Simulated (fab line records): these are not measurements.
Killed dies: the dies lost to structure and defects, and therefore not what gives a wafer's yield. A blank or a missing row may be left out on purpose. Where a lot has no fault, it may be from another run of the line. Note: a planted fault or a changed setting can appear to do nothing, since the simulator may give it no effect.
fab line records | flow gf180mcu | part 1 of 2: steps 1 to 28 of 38
record lots=5 | wafers=15 | last_day=34
route steps=602 shown V5@555 TOP_METAL@567 PASSIVATION@587
lots that met no fault: from a run of the same line without faults
start_h: start of the lot's first displayed wafer, in hours after the record's first day | wait_h: time in hours since the lot's previous step | " unchanged from the row above | L1.1+2: one row covering several wafers at once | - either no value or no given start | * or withheld: withheld | < > ~ a bound
route shown NAME@n: a module of which the file shows steps, and the number in the route of the first | usual: the fault-free wafers' mean and standard deviation | same: alike in all rows | chamber/n: place in a boat | sites: the reading at each site | _std_site: standard deviation across them | _edge_site: inner sites' mean taken away from outer sites' mean | radius_mm: for every site, how far away it sits from the centre of the wafer | mask NAME#n: copy n | behind: the last tool/chamber to shape the wafer | hold: reason for holding the lot/hours on hold/outcome of the hold | device: names the non-switching transistor (n, p or np) | end of line: the tests these same wafers got at the end of their route | a step given without rows: its recipe and nothing more | killed: dies that structure and defects cost at the first sort, which is not the same as the wafer's yield | map: dies across one wafer; x = killed, . = not, _ = none there
set.NAME: setting as actually run; set.NAME@STEP: the setting as run at that earlier step | model.NAME: the simulator's own value behind a step, which no gauge read
lots at selected steps of the route; one table per step, one row per wafer
services: a tool's chamber out of use, with start hour (start_h, from the record's first day; less than 0 if before it), hours out, and reason
## steps
# step GF_V5_OVL_MEAS_15
# usual V5_OVL=-1/4.5
lot.wafer | tool       | chamber | start_h | wait_h | V5_OVL[nm]
L082.1    | overlay-01 | -       | 688.63  | 0.1    | 0
L082.3    | "          | -       | "       | "      | -1
L082.6    | "          | -       | "       | "      | -2
L084.1    | overlay-01 | -       | 705.92  | 0.1    | -4
L084.4    | "          | -       | "       | "      | -1
L084.6    | "          | -       | "       | "      | -1
L085.2    | overlay-01 | -       | 714.53  | 0.1    | -7
L085.3    | "          | -       | "       | "      | -5
L085.5    | "          | -       | "       | "      | -4
L094.2    | overlay-02 | -       | 766.93  | 0.1    | 5
L094.3    | "          | -       | "       | "      | -5
L094.6    | "          | -       | "       | "      | -2
L095.1    | overlay-02 | -       | 769.17  | 0.1    | 7
L095.2    | "          | -       | "       | "      | 2
L095.4    | "          | -       | "       | "      | 3
# step GF_V5_ETCH_16
# recipe chemistry=N2/H2 | target_depth_a=withheld | overetch_a=withheld | time_s=withheld | target=BARC | ion_energy_ev=200 | source_w=500 | bias_w=100 | pressure_mtorr=30 | n2_flow_sccm=100 | h2_flow_sccm=200
# usual drypump_motor_current_A=5.8/0.33 | oes_product_au=0.856/0.0046 | throttle_valve_pct=13.226/0.0089
lot.wafer | tool        | chamber | start_h | wait_h | drypump_motor_current_A | oes_product_au | throttle_valve_pct
L082.1    | rie_diel-02 | 3       | 688.66  | 0.0    | 6.1                     | 0.855          | 13.230
L082.3    | "           | 2       | "       | "      | 5.9                     | 0.855          | 13.218
L082.6    | "           | 2       | "       | "      | 6.0                     | 0.859          | 13.227
L084.1    | rie_diel-03 | 2       | 705.96  | 0.0    | 5.1                     | 0.860          | 13.224
L084.4    | "           | 1       | "       | "      | 5.4                     | 0.854          | 13.240
L084.6    | "           | 0       | "       | "      | 5.6                     | 0.852          | 13.226
L085.2    | rie_diel-02 | 1       | 714.56  | 0.0    | 5.8                     | 0.859          | 13.226
L085.3    | "           | 3       | "       | "      | 6.1                     | 0.856          | 13.225
L085.5    | "           | 0       | "       | "      | 5.6                     | 0.860          | 13.226
L094.2    | rie_diel-02 | 1       | 766.96  | 0.0    | 5.8                     | 0.857          | 13.236
L094.3    | "           | 3       | "       | "      | 6.1                     | 0.858          | 13.230
L094.6    | "           | 2       | "       | "      | 6.0                     | 0.868          | 13.221
L095.1    | rie_diel-03 | 2       | 769.21  | 0.0    | 5.1                     | 0.854          | 13.217
L095.2    | "           | 1       | "       | "      | 5.3                     | 0.855          | 13.213
L095.4    | "           | 0       | "       | "      | 5.6                     | 0.855          | 13.243
# step GF_V5_ETCH_17
# recipe chemistry=C4F8/O2/Ar | mask_material=KrF | target=SiO2 | stop_on=TiN | source_w=1500 | bias_w=1200 | pressure_mtorr=40 | c4f8_flow_sccm=withheld | O2_flow_sccm=6 | Ar_flow_sccm=300 | time_s=withheld | target_depth_a=8550
# usual oes_product_au=0.859/0.0049
lot.wafer | tool        | chamber | start_h | wait_h | oes_product_au
L082.1    | rie_diel-02 | 3       | -       | -      | 0.864
L082.3    | "           | 2       | "       | "      | 0.861
L082.6    | "           | 2       | "       | "      | 0.869
L084.1    | rie_diel-03 | 2       | -       | -      | 0.859
L084.4    | "           | 1       | "       | "      | 0.851
L084.6    | "           | 0       | "       | "      | 0.862
L085.2    | rie_diel-02 | 1       | -       | -      | 0.857
L085.3    | "           | 3       | "       | "      | 0.867
L085.5    | "           | 0       | "       | "      | 0.859
L094.2    | rie_diel-02 | 1       | -       | -      | 0.853
L094.3    | "           | 3       | "       | "      | 0.855
L094.6    | "           | 2       | "       | "      | 0.852
L095.1    | rie_diel-03 | 2       | -       | -      | 0.863
L095.2    | "           | 1       | "       | "      | 0.860
L095.4    | "           | 0       | "       | "      | 0.853
# step GF_V5_STRIP_18
# recipe chemistry=O2/N2 | power_w=1400 | pressure_mtorr=1500 | platen_temp_c=250 | o2_flow_sccm=3000 | n2_flow_sccm=300 | overash_fraction=0.5
# usual drypump_motor_current_A=5.8/0.46 | heater_power_w=315/47 | oes_product_au=0.568/0.0046
lot.wafer | tool            | chamber | start_h | wait_h | drypump_motor_current_A | heater_power_w | oes_product_au | rf_hours_counter_h
L082.1    | plasma_asher-01 | 1       | 688.81  | -      | 6.6                     | 315            | 0.563          | 61
L082.3    | "               | 0       | "       | "      | 5.7                     | 306            | 0.565          | -
L082.6    | "               | 0       | "       | "      | 5.8                     | 311            | 0.567          | -
L084.1    | plasma_asher-03 | 1       | 706.11  | -      | 5.4                     | 259            | 0.569          | 110
L084.4    | "               | 1       | "       | "      | 5.4                     | 259            | 0.571          | -
L084.6    | "               | 1       | "       | "      | 5.4                     | 260            | 0.565          | -
L085.2    | plasma_asher-01 | 0       | 714.71  | -      | 5.7                     | 310            | 0.563          | 64
L085.3    | "               | 1       | "       | "      | 6.5                     | 308            | 0.563          | -
L085.5    | "               | 0       | "       | "      | 5.7                     | 301            | 0.575          | -
L094.2    | plasma_asher-03 | 0       | 767.11  | -      | 6.0                     | 390            | 0.568          | 3
L094.3    | "               | 0       | "       | "      | 6.0                     | 392            | 0.569          | -
L094.6    | "               | 0       | "       | "      | 6.0                     | 381            | 0.570          | -
L095.1    | plasma_asher-03 | 1       | 769.36  | -      | 5.4                     | 263            | 0.564          | 3
L095.2    | "               | 0       | "       | "      | 6.0                     | 393            | 0.568          | 3
L095.4    | "               | 0       | "       | "      | 6.0                     | 396            | 0.564          | -
# step GF_V5_STRIP_19
# recipe chemistry=post_etch_residue_remover | time_s=1200 | temp_c=72.5
lot.wafer  | tool         | chamber | start_h | wait_h
L082.1+3+6 | wet_bench-04 | 0       | 688.91  | 0.1
L084.1+4+6 | wet_bench-04 | 2       | 706.21  | 0.1
L085.2+3+5 | wet_bench-04 | 0       | 714.81  | 0.1
L094.2+3+6 | wet_bench-04 | 2       | 767.21  | 0.1
L095.1+2+4 | wet_bench-01 | 0       | 769.46  | 0.1
# step GF_V5_CLEAN_20
# recipe chemistry=DIW | dry=n2_spin
lot.wafer  | tool         | chamber | start_h | wait_h
L082.1+3+6 | wet_bench-01 | 1       | 689.29  | 0.0
L084.1+4+6 | wet_bench-01 | 1       | 706.62  | 0.0
L085.2+3+5 | wet_bench-01 | 0       | 715.19  | 0.0
L094.2+3+6 | wet_bench-04 | 2       | 767.55  | 0.0
L095.1+2+4 | wet_bench-04 | 0       | 769.80  | 0.0
# step GF_V5_SPUTTER_21
# recipe material=Ti | target_thk_nm=15 | chamber_pressure_pa=5 | power_w=2500 | substrate_temp_c=200 | time_s=80.02
# usual throttle_valve_pct=29.7/0.99
lot.wafer | tool           | chamber | start_h | wait_h | throttle_valve_pct
L082.1    | pvd_sputter-02 | -       | 689.39  | 0.0    | 29.5
L082.3    | "              | -       | "       | "      | 29.6
L082.6    | "              | -       | "       | "      | 29.6
L084.1    | pvd_sputter-02 | -       | 706.71  | 0.0    | 28.6
L084.4    | "              | -       | "       | "      | 29.5
L084.6    | "              | -       | "       | "      | 28.5
L085.2    | pvd_sputter-03 | -       | 715.28  | 0.0    | 28.5
L085.3    | "              | -       | "       | "      | 29.9
L085.5    | "              | -       | "       | "      | 29.1
L094.2    | pvd_sputter-03 | -       | 767.65  | 0.0    | 28.6
L094.3    | "              | -       | "       | "      | 31.3
L094.6    | "              | -       | "       | "      | 29.8
L095.1    | pvd_sputter-04 | -       | 769.90  | 0.0    | 30.3
L095.2    | "              | -       | "       | "      | 29.5
L095.4    | "              | -       | "       | "      | 32.3
# step GF_V5_SPUTTER_22
# recipe material=TiN | target_thk_nm=10 | chamber_pressure_pa=5 | power_w=4000 | time_s=40
# usual throttle_valve_pct=29.8/0.98
lot.wafer | tool           | chamber | start_h | wait_h | throttle_valve_pct
L082.1    | pvd_sputter-02 | -       | 689.45  | 0.0    | 29.5
L082.3    | "              | -       | "       | "      | 29.7
L082.6    | "              | -       | "       | "      | 29.4
L084.1    | pvd_sputter-02 | -       | 706.77  | 0.0    | 28.9
L084.4    | "              | -       | "       | "      | 29.7
L084.6    | "              | -       | "       | "      | 28.5
L085.2    | pvd_sputter-03 | -       | 715.34  | 0.0    | 28.4
L085.3    | "              | -       | "       | "      | 29.7
L085.5    | "              | -       | "       | "      | 29.4
L094.2    | pvd_sputter-03 | -       | 767.71  | 0.0    | 28.6
L094.3    | "              | -       | "       | "      | 31.2
L094.6    | "              | -       | "       | "      | 29.6
L095.1    | pvd_sputter-04 | -       | 769.96  | 0.0    | 30.5
L095.2    | "              | -       | "       | "      | 29.6
L095.4    | "              | -       | "       | "      | 32.2
# step GF_V5_CVD_23
# recipe material=W | target_thk_nm=350 | time_s=104.9 | temp_c=400 | pressure_torr=40
# usual heater_power_w=774/69
lot.wafer | tool     | chamber | start_h | wait_h | heater_power_w
L082.1    | cvd_w-02 | 1       | 689.49  | 0.0    | 704
L082.3    | "        | 0       | "       | "      | 702
L082.6    | "        | 1       | "       | "      | 719
L084.1    | cvd_w-02 | 0       | 706.81  | 0.0    | 724
L084.4    | "        | 0       | "       | "      | 724
L084.6    | "        | 1       | "       | "      | 704
L085.2    | cvd_w-01 | 0       | 715.38  | 0.0    | 816
L085.3    | "        | 1       | "       | "      | 887
L085.5    | "        | 0       | "       | "      | 804
L094.2    | cvd_w-01 | 0       | 767.75  | 0.0    | 810
L094.3    | "        | 1       | "       | "      | 877
L094.6    | "        | 1       | "       | "      | 869
L095.1    | cvd_w-02 | 0       | 770.00  | 0.0    | 730
L095.2    | "        | 1       | "       | "      | 707
L095.4    | "        | 1       | "       | "      | 702
# step GF_V5_RS_MEAS_24
# recipe thk_meas_gauge=four-point-probe | reads=W_of_V5_CVD_23+TiN_of_V5_SPUTTER_22+Ti_of_V5_SPUTTER_21
# usual V5_W_RS=0.322/0.0058
lot.wafer | tool          | chamber | start_h | wait_h | V5_W_RS[ohm/sq]
L082.1    | film_metro-02 | -       | 689.60  | 0.1    | 0.320
L082.3    | "             | -       | "       | "      | 0.329
L082.6    | "             | -       | "       | "      | 0.318
L084.1    | film_metro-02 | -       | 706.92  | 0.1    | 0.323
L084.4    | "             | -       | "       | "      | 0.322
L084.6    | "             | -       | "       | "      | 0.314
L085.2    | film_metro-04 | -       | 715.51  | 0.1    | 0.329
L085.3    | "             | -       | "       | "      | 0.319
L085.5    | "             | -       | "       | "      | 0.330
L094.2    | film_metro-04 | -       | 767.88  | 0.1    | 0.333
L094.3    | "             | -       | "       | "      | 0.318
L094.6    | "             | -       | "       | "      | 0.319
L095.1    | film_metro-01 | -       | 770.11  | 0.1    | 0.325
L095.2    | "             | -       | "       | "      | 0.318
L095.4    | "             | -       | "       | "      | 0.316
# step GF_V5_THK_MEAS_25
# recipe thk_meas_gauge=xrf | reads=W_of_V5_CVD_23
# usual V5_W_THK=359/6.8
lot.wafer | tool          | chamber | start_h | wait_h | V5_W_THK[nm]
L082.1    | film_metro-02 | -       | 689.72  | 0.1    | 368
L082.3    | "             | -       | "       | "      | 358
L082.6    | "             | -       | "       | "      | 369
L084.1    | film_metro-02 | -       | 707.04  | 0.1    | 361
L084.4    | "             | -       | "       | "      | 360
L084.6    | "             | -       | "       | "      | 371
L085.2    | film_metro-04 | -       | 715.62  | 0.1    | 350
L085.3    | "             | -       | "       | "      | 361
L085.5    | "             | -       | "       | "      | 350
L094.2    | film_metro-04 | -       | 767.99  | 0.1    | 345
L094.3    | "             | -       | "       | "      | 364
L094.6    | "             | -       | "       | "      | 362
L095.1    | film_metro-01 | -       | 770.23  | 0.1    | 356
L095.2    | "             | -       | "       | "      | 367
L095.4    | "             | -       | "       | "      | 366
# step GF_V5_CMP_26
# recipe stop_on=SiO2 | down_force_psi=3.5 | platen_rpm=60 | t_overpolish_s=15 | target_thk_nm=0 | pad_velocity_m_s=0.94248
# usual head_pressure_psi=3.499/0.008 | motor_current_A=11.3/1.5 | overpolish_run_s=15.001/0.0088 | time_to_endpoint_s=85/4
lot.wafer | tool   | chamber | start_h | wait_h | head_pressure_psi | motor_current_A | overpolish_run_s | time_to_endpoint_s
L082.1    | cmp-01 | 1       | 689.78  | 0.1    | 3.504             | 11.7            | 14.998           | 85
L082.3    | "      | 0       | "       | "      | 3.500             | 9.7             | 15.007           | 79
L082.6    | "      | 1       | "       | "      | 3.505             | 11.3            | 14.997           | 86
L084.1    | cmp-02 | 2       | 707.15  | 0.1    | 3.501             | 12.9            | 14.996           | 85
L084.4    | "      | 0       | "       | "      | 3.506             | 11.9            | 14.988           | 81
L084.6    | "      | 2       | "       | "      | 3.497             | 14.0            | 15.007           | 95
L085.2    | cmp-01 | 2       | 715.77  | 0.1    | 3.504             | 12.5            | 14.997           | 82
L085.3    | "      | 3       | "       | "      | 3.498             | 10.3            | 14.995           | 83
L085.5    | "      | 0       | "       | "      | 3.502             | 9.9             | 15.005           | 78
L094.2    | cmp-02 | 3       | 768.04  | 0.0    | 3.497             | 10.8            | 15.002           | 89
L094.3    | "      | 0       | "       | "      | 3.500             | 12.1            | 14.992           | 87
L094.6    | "      | 0       | "       | "      | 3.506             | 12.6            | 14.994           | 87
L095.1    | cmp-01 | 1       | 770.33  | 0.1    | 3.495             | 11.9            | 15.015           | 77
L095.2    | "      | 3       | "       | "      | 3.491             | 10.4            | 15.008           | 83
L095.4    | "      | 0       | "       | "      | 3.494             | 9.5             | 14.991           | 77
# step GF_TOP_METAL_SPUTTER_00
# recipe material=Ti | target_thk_nm=37.5 | arriving_ion_energy_ev=80 | substrate_temp_c=200 | chamber_pressure_pa=2 | power_w=4000 | time_s=150
# usual throttle_valve_pct=30.0/1.4
lot.wafer | tool           | chamber | start_h | wait_h | throttle_valve_pct
L082.1    | pvd_sputter-03 | -       | 690.08  | 0.2    | 30.8
L082.3    | "              | -       | "       | "      | 29.0
L082.6    | "              | -       | "       | "      | 29.5
L084.1    | pvd_sputter-04 | -       | 707.40  | 0.2    | 32.2
L084.4    | "              | -       | "       | "      | 29.9
L084.6    | "              | -       | "       | "      | 31.0
L085.2    | pvd_sputter-01 | -       | 715.97  | 0.1    | 26.9
L085.3    | "              | -       | "       | "      | 29.4
L085.5    | "              | -       | "       | "      | 29.6
L094.2    | pvd_sputter-03 | -       | 768.34  | 0.2    | 29.9
L094.3    | "              | -       | "       | "      | 28.9
L094.6    | "              | -       | "       | "      | 29.8
L095.1    | pvd_sputter-04 | -       | 770.63  | 0.2    | 29.9
L095.2    | "              | -       | "       | "      | 30.7
L095.4    | "              | -       | "       | "      | 32.4
# step GF_TOP_METAL_SPUTTER_01
# recipe material=TiN | target_thk_nm=30 | power_w=6500 | time_s=25 | chamber_pressure_pa=0.4
# usual throttle_valve_pct=30.0/1.4
lot.wafer | tool           | chamber | start_h | wait_h | throttle_valve_pct
L082.1    | pvd_sputter-03 | -       | 690.18  | 0.1    | 31.0
L082.3    | "              | -       | "       | "      | 28.8
L082.6    | "              | -       | "       | "      | 29.9
L084.1    | pvd_sputter-04 | -       | 707.50  | 0.1    | 32.4
L084.4    | "              | -       | "       | "      | 29.6
L084.6    | "              | -       | "       | "      | 30.8
L085.2    | pvd_sputter-01 | -       | 716.07  | 0.1    | 26.7
L085.3    | "              | -       | "       | "      | 29.6
L085.5    | "              | -       | "       | "      | 29.6
L094.2    | pvd_sputter-03 | -       | 768.44  | 0.1    | 29.7
L094.3    | "              | -       | "       | "      | 28.7
L094.6    | "              | -       | "       | "      | 29.9
L095.1    | pvd_sputter-04 | -       | 770.73  | 0.1    | 29.7
L095.2    | "              | -       | "       | "      | 30.6
L095.4    | "              | -       | "       | "      | 32.3
# step GF_TOP_METAL_SPUTTER_02
# recipe material=AlCu | target_thk_nm=900 | power_w=10600 | chamber_pressure_pa=0.3 | substrate_temp_c=250 | gas=Ar | time_s=47.82
# usual throttle_valve_pct=30.0/1.4
lot.wafer | tool           | chamber | start_h | wait_h | throttle_valve_pct
L082.1    | pvd_sputter-03 | -       | 690.21  | 0.0    | 30.8
L082.3    | "              | -       | "       | "      | 29.2
L082.6    | "              | -       | "       | "      | 30.1
L084.1    | pvd_sputter-04 | -       | 707.54  | 0.0    | 32.3
L084.4    | "              | -       | "       | "      | 29.8
L084.6    | "              | -       | "       | "      | 31.1
L085.2    | pvd_sputter-01 | -       | 716.10  | 0.0    | 26.8
L085.3    | "              | -       | "       | "      | 29.6
L085.5    | "              | -       | "       | "      | 29.6
L094.2    | pvd_sputter-03 | -       | 768.47  | 0.0    | 29.8
L094.3    | "              | -       | "       | "      | 28.5
L094.6    | "              | -       | "       | "      | 29.5
L095.1    | pvd_sputter-04 | -       | 770.76  | 0.0    | 29.9
L095.2    | "              | -       | "       | "      | 30.4
L095.4    | "              | -       | "       | "      | 32.3
# step GF_TOP_METAL_SPUTTER_03
# recipe material=Ti | target_thk_nm=5 | substrate_temp_c=300 | chamber_pressure_pa=0.3 | power_w=3000 | time_s=3.3
# usual throttle_valve_pct=30.0/1.4
lot.wafer | tool           | chamber | start_h | wait_h | throttle_valve_pct
L082.1    | pvd_sputter-03 | -       | 690.25  | 0.0    | 31.3
L082.3    | "              | -       | "       | "      | 28.9
L082.6    | "              | -       | "       | "      | 29.8
L084.1    | pvd_sputter-04 | -       | 707.58  | 0.0    | 32.3
L084.4    | "              | -       | "       | "      | 29.6
L084.6    | "              | -       | "       | "      | 30.9
L085.2    | pvd_sputter-01 | -       | 716.14  | 0.0    | 27.1
L085.3    | "              | -       | "       | "      | 29.5
L085.5    | "              | -       | "       | "      | 29.5
L094.2    | pvd_sputter-03 | -       | 768.51  | 0.0    | 29.6
L094.3    | "              | -       | "       | "      | 28.6
L094.6    | "              | -       | "       | "      | 29.6
L095.1    | pvd_sputter-04 | -       | 770.81  | 0.0    | 30.1
L095.2    | "              | -       | "       | "      | 30.4
L095.4    | "              | -       | "       | "      | 32.6
# step GF_TOP_METAL_SPUTTER_04
# recipe material=TiN | target_thk_nm=25 | power_w=6500 | time_s=19.94 | chamber_pressure_pa=0.4
# usual throttle_valve_pct=30.0/1.4
lot.wafer | tool           | chamber | start_h | wait_h | throttle_valve_pct
L082.1    | pvd_sputter-03 | -       | 690.27  | 0.0    | 31.4
L082.3    | "              | -       | "       | "      | 28.9
L082.6    | "              | -       | "       | "      | 30.0
L084.1    | pvd_sputter-04 | -       | 707.60  | 0.0    | 32.4
L084.4    | "              | -       | "       | "      | 30.0
L084.6    | "              | -       | "       | "      | 30.7
L085.2    | pvd_sputter-01 | -       | 716.16  | 0.0    | 27.0
L085.3    | "              | -       | "       | "      | 29.4
L085.5    | "              | -       | "       | "      | 29.3
L094.2    | pvd_sputter-03 | -       | 768.53  | 0.0    | 29.8
L094.3    | "              | -       | "       | "      | 28.8
L094.6    | "              | -       | "       | "      | 29.6
L095.1    | pvd_sputter-04 | -       | 770.83  | 0.0    | 29.9
L095.2    | "              | -       | "       | "      | 30.4
L095.4    | "              | -       | "       | "      | 32.4
# step GF_TOP_METAL_RS_MEAS_05
# recipe thk_meas_gauge=four-point-probe | reads=TiN_of_TOP_METAL_SPUTTER_04+Ti_of_TOP_METAL_SPUTTER_03+AlCu_of_TOP_METAL_SPUTTER_02+TiN_of_TOP_METAL_SPUTTER_01+Ti_of_TOP_METAL_SPUTTER_00
# usual TOP_METAL_ALCU_RS=0.0327/0.00041
lot.wafer | tool          | chamber | start_h | wait_h | TOP_METAL_ALCU_RS[ohm/sq]
L082.1    | film_metro-02 | -       | 690.30  | 0.0    | 0.0321
L082.3    | "             | -       | "       | "      | 0.0327
L082.6    | "             | -       | "       | "      | 0.0325
L084.1    | film_metro-04 | -       | 707.62  | 0.0    | 0.0333
L084.4    | "             | -       | "       | "      | 0.0336
L084.6    | "             | -       | "       | "      | 0.0335
L085.2    | film_metro-03 | -       | 716.21  | 0.0    | 0.0330
L085.3    | "             | -       | "       | "      | 0.0326
L085.5    | "             | -       | "       | "      | 0.0328
L094.2    | film_metro-03 | -       | 768.58  | 0.0    | 0.0325
L094.3    | "             | -       | "       | "      | 0.0328
L094.6    | "             | -       | "       | "      | 0.0324
L095.1    | film_metro-03 | -       | 770.85  | 0.0    | 0.0330
L095.2    | "             | -       | "       | "      | 0.0334
L095.4    | "             | -       | "       | "      | 0.0332
# step GF_TOP_METAL_THK_MEAS_06
# recipe thk_meas_gauge=xrf | reads=AlCu_of_TOP_METAL_SPUTTER_02
# usual TOP_METAL_ALCU_THK=893/12
lot.wafer | tool          | chamber | start_h | wait_h | TOP_METAL_ALCU_THK[nm]
L082.1    | film_metro-02 | -       | 690.42  | 0.1    | 904
L082.3    | "             | -       | "       | "      | 892
L082.6    | "             | -       | "       | "      | 897
L084.1    | film_metro-04 | -       | 707.74  | 0.1    | 879
L084.4    | "             | -       | "       | "      | 871
L084.6    | "             | -       | "       | "      | 874
L085.2    | film_metro-03 | -       | 716.32  | 0.1    | 876
L085.3    | "             | -       | "       | "      | 886
L085.5    | "             | -       | "       | "      | 886
L094.2    | film_metro-03 | -       | 768.69  | 0.1    | 897
L094.3    | "             | -       | "       | "      | 889
L094.6    | "             | -       | "       | "      | 896
L095.1    | film_metro-03 | -       | 770.97  | 0.1    | 882
L095.2    | "             | -       | "       | "      | 871
L095.4    | "             | -       | "       | "      | 875
# step GF_TOP_METAL_DEHYDRATE_07
# recipe temp_c=200 | time_s=60
lot.wafer  | tool           | chamber | start_h | wait_h
L082.1+3+6 | litho_track-04 | 0       | 699.25  | 8.8
L084.1+4+6 | litho_track-04 | 0       | 715.75  | 8.0
L085.2+3+5 | litho_track-04 | 0       | 724.88  | 8.5
L094.2+3+6 | litho_track-04 | 0       | 776.43  | 7.7
L095.1+2+4 | litho_track-03 | 0       | 778.37  | 7.4
# step GF_TOP_METAL_HMDS_08
# recipe prime_time_s=60 | prime_temp_c=120
lot.wafer  | tool           | chamber | start_h | wait_h
L082.1+3+6 | litho_track-04 | 0       | 699.40  | 0.1
L084.1+4+6 | litho_track-04 | 0       | 715.90  | 0.1
L085.2+3+5 | litho_track-04 | 0       | 725.03  | 0.1
L094.2+3+6 | litho_track-04 | 0       | 776.58  | 0.1
L095.1+2+4 | litho_track-03 | 0       | 778.52  | 0.1
# step GF_TOP_METAL_COAT_09
# recipe resist=NOVOLAK | spin_rpm=3000 | resist_thk_nm=1500
lot.wafer  | tool           | chamber | start_h | wait_h
L082.1+3+6 | litho_track-04 | 0       | 699.55  | 0.1
L084.1+4+6 | litho_track-04 | 0       | 716.05  | 0.1
L085.2+3+5 | litho_track-04 | 0       | 725.18  | 0.1
L094.2+3+6 | litho_track-04 | 0       | 776.73  | 0.1
L095.1+2+4 | litho_track-03 | 0       | 778.67  | 0.1
# step GF_TOP_METAL_SOFTBAKE_10
# recipe temp_c=90 | time_s=60 | resist=NOVOLAK
lot.wafer  | tool           | chamber | start_h | wait_h
L082.1+3+6 | litho_track-04 | 0       | 699.70  | 0.1
L084.1+4+6 | litho_track-04 | 0       | 716.20  | 0.1
L085.2+3+5 | litho_track-04 | 0       | 725.33  | 0.1
L094.2+3+6 | litho_track-04 | 0       | 776.88  | 0.1
L095.1+2+4 | litho_track-03 | 0       | 778.82  | 0.1
# step GF_TOP_METAL_EXPOSE_11
# recipe mask_id=MetalTop | target_cd_nm=440 | na=0.6 | source_shape=conventional | sigma_outer=0.6 | dose_mj=170
# usual exposure_dose_mJ_cm2=169.82/0.19
lot.wafer | tool             | chamber | start_h | wait_h | mask       | exposure_dose_mJ_cm2
L082.1    | iline_stepper-02 | 0       | -       | -      | MetalTop#0 | 170.20
L082.3    | "                | 0       | "       | "      | MetalTop#0 | 169.83
L082.6    | "                | 0       | "       | "      | MetalTop#0 | 169.88
L084.1    | iline_stepper-01 | 0       | -       | -      | MetalTop#0 | 169.69
L084.4    | "                | 0       | "       | "      | MetalTop#0 | 169.80
L084.6    | "                | 0       | "       | "      | MetalTop#0 | 169.84
L085.2    | iline_stepper-02 | 0       | -       | -      | MetalTop#0 | 170.03
L085.3    | "                | 0       | "       | "      | MetalTop#0 | 169.94
L085.5    | "                | 0       | "       | "      | MetalTop#0 | 169.79
L094.2    | iline_stepper-02 | 0       | -       | -      | MetalTop#0 | 170.16
L094.3    | "                | 0       | "       | "      | MetalTop#0 | 169.87
L094.6    | "                | 0       | "       | "      | MetalTop#0 | 169.94
L095.1    | iline_stepper-02 | 0       | -       | -      | MetalTop#0 | 169.82
L095.2    | "                | 0       | "       | "      | MetalTop#0 | 170.09
L095.4    | "                | 0       | "       | "      | MetalTop#0 | 169.89
# step GF_TOP_METAL_PEB_12
# recipe temp_c=withheld | time_s=* | resist=NOVOLAK
lot.wafer  | tool           | chamber | start_h | wait_h
L082.1+3+6 | litho_track-02 | 0       | -       | -
L084.1+4+6 | litho_track-03 | 0       | -       | -
L085.2+3+5 | litho_track-02 | 0       | -       | -
L094.2+3+6 | litho_track-02 | 0       | -       | -
L095.1+2+4 | litho_track-03 | 0       | -       | -
# step GF_TOP_METAL_DEVELOP_13
# recipe develop_time_s=60 | dev_temp_c=23
# same develop_time_s=60
lot.wafer  | tool           | chamber | start_h | wait_h
L082.1+3+6 | litho_track-02 | 0       | 708.80  | 0.1
L084.1+4+6 | litho_track-03 | 0       | 725.37  | 0.1
L085.2+3+5 | litho_track-02 | 0       | 733.57  | 0.1
L094.2+3+6 | litho_track-02 | 0       | 784.07  | 0.1
L095.1+2+4 | litho_track-03 | 0       | 785.37  | 0.1
# step GF_TOP_METAL_CD_MEAS_14
# recipe target_cd_nm=440
# usual cd_nm=439.7/2.2
lot.wafer | tool      | chamber | start_h | wait_h | cd_nm
L082.1    | cd_sem-02 | -       | 708.95  | 0.1    | 438.5
L082.3    | "         | -       | "       | "      | 436.6
L082.6    | "         | -       | "       | "      | 438.7
L084.1    | cd_sem-02 | -       | 725.52  | 0.1    | 440.7
L084.4    | "         | -       | "       | "      | 439.8
L084.6    | "         | -       | "       | "      | 440.9
L085.2    | cd_sem-01 | -       | 733.72  | 0.1    | 439.1
L085.3    | "         | -       | "       | "      | 438.2
L085.5    | "         | -       | "       | "      | 438.4
L094.2    | cd_sem-02 | -       | 784.22  | 0.1    | 434.3
L094.3    | "         | -       | "       | "      | 436.2
L094.6    | "         | -       | "       | "      | 433.7
L095.1    | cd_sem-01 | -       | 785.52  | 0.1    | 441.4
L095.2    | "         | -       | "       | "      | 439.7
L095.4    | "         | -       | "       | "      | 442.2
# step GF_TOP_METAL_OVL_MEAS_15
# usual TOP_METAL_OVL=-0.3/2.3
lot.wafer | tool       | chamber | start_h | wait_h | TOP_METAL_OVL[nm]
L082.1    | overlay-02 | -       | 709.07  | 0.1    | 3.3
L082.3    | "          | -       | "       | "      | 4.0
L082.6    | "          | -       | "       | "      | 4.8
L084.1    | overlay-02 | -       | 725.64  | 0.1    | -2.4
L084.4    | "          | -       | "       | "      | -3.2
L084.6    | "          | -       | "       | "      | -3.4
L085.2    | overlay-01 | -       | 733.83  | 0.1    | 1.7
L085.3    | "          | -       | "       | "      | 2.7
L085.5    | "          | -       | "       | "      | 3.7
L094.2    | overlay-01 | -       | 784.33  | 0.1    | 1.0
L094.3    | "          | -       | "       | "      | 0.4
L094.6    | "          | -       | "       | "      | 0.5
L095.1    | overlay-02 | -       | 785.64  | 0.1    | 0.0
L095.2    | "          | -       | "       | "      | 0.8
L095.4    | "          | -       | "       | "      | 0.4
